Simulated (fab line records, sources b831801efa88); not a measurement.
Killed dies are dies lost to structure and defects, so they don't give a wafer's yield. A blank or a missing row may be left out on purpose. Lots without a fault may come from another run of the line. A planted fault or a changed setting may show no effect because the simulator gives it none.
Problem report in the 8D (eight disciplines) form, filled by code | flow gf180mcu | the parts of the form that need people (team, actions taken, sign-off) are left out

1. THE PROBLEM
HV_LDD_CVD_56_THK at GF_HV_LDD_THK_MEAS_57 reads a mean of 138.4 nm on 6 wafers of 2 lots; wafers without a fault read 89.9 nm with a standard deviation of 0.93. That is +52 standard deviations from the usual mean.
First seen on wafer L158.1, day 17 05:01, on film_metro-03. The record holds 36 wafers of 12 lots with a number at this step. Rule for "out", or "out of limits": more than 4 standard deviations from the usual mean. The other wafers with a number count as sound.

2. WHAT IT IS AND WHAT IT IS NOT
question                    | is                           | is not
which readings at this step | HV_LDD_CVD_56_THK            | -
which lots                  | L158, L160                   | L144, L146, L147, L150, L151, L152, L155, L159, L166, L167
which wafers of those lots  | all that have a number       | -
read on which gauges        | film_metro-03, film_metro-04 | film_metro-01
when                        | from day 17 05:01            | up to then (21 sound wafers); but 9 sound wafers of L159, L166, L167 came after

3. SUSPECTS, AND WHAT RULES EACH OUT
Counting: a tool at a process step up to the reading stays a suspect if it ran every lot that is out and no sound lot after the first of them.
- the gauge at GF_HV_LDD_THK_MEAS_57: ruled out. The wafers that are out were read on 2 gauges (film_metro-03, film_metro-04).
- lpcvd-02 at GF_HV_LDD_CVD_56 (deposits Si3N4 from DCS/NH3, target thk 90 nm, time 1543 s): ruled out as a lasting fault. Sound lots L167 ran on it after its first lot that is out, L158 (day 17 03:35).
Left after counting: nothing in the record.

4. THE CAUSE (what the simulator had put in)
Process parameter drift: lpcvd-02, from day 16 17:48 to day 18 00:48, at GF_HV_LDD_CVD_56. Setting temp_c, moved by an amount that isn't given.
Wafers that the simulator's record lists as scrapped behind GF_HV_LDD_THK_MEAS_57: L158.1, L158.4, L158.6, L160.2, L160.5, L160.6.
Counting ruled it out, wrongly: the rule takes a fault to strike every lot that its tool runs from its start on, and this one did not.

5. THE CHAIN OF EFFECTS, in route order
Each row: a reading whose mean over the struck wafers that have a number lies more than 3 standard deviations from the usual. Only readings for which the record gives a usual standard deviation are gone through. hours: the time from each lot's start at the first step in this table that gives one to its start at this step, as a median over the lots. sigmas: the change in usual standard deviations.
hours | step                  | reading           | usual   | on struck wafers | change | sigmas
0     | GF_HV_LDD_CVD_56      | spike_tc_bottom_C | 789.4 C | 809.8            | +20.4  | +9.7
0     | GF_HV_LDD_CVD_56      | spike_tc_centre_C | 770.2 C | 792.4            | +22.2  | +17
0     | GF_HV_LDD_CVD_56      | spike_tc_lower_C  | 769.7 C | 792.4            | +22.7  | +21
0     | GF_HV_LDD_CVD_56      | spike_tc_top_C    | 784.5 C | 804.4            | +19.9  | +9.5
0     | GF_HV_LDD_CVD_56      | spike_tc_upper_C  | 769.7 C | 793.5            | +23.8  | +22
1     | GF_HV_LDD_THK_MEAS_57 | HV_LDD_CVD_56_THK | 89.9 nm | 138.4            | +48.5  | +52
The process steps in it:
- GF_HV_LDD_CVD_56: deposits Si3N4 from DCS/NH3, target thk 90 nm, time 1543 s.

6. WHAT WOULD HAVE CAUGHT IT SOONER
In this record the first reading out of limits at a measuring or inspecting step was taken at day 17 05:01, 11 hours after the fault began at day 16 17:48.
The tool's own readings at GF_HV_LDD_CVD_56 were out on every struck wafer that the step has a row for (spike_tc_bottom_C, spike_tc_centre_C, spike_tc_lower_C, spike_tc_top_C, spike_tc_upper_C): an alarm limit on them would have fired on the first of those.
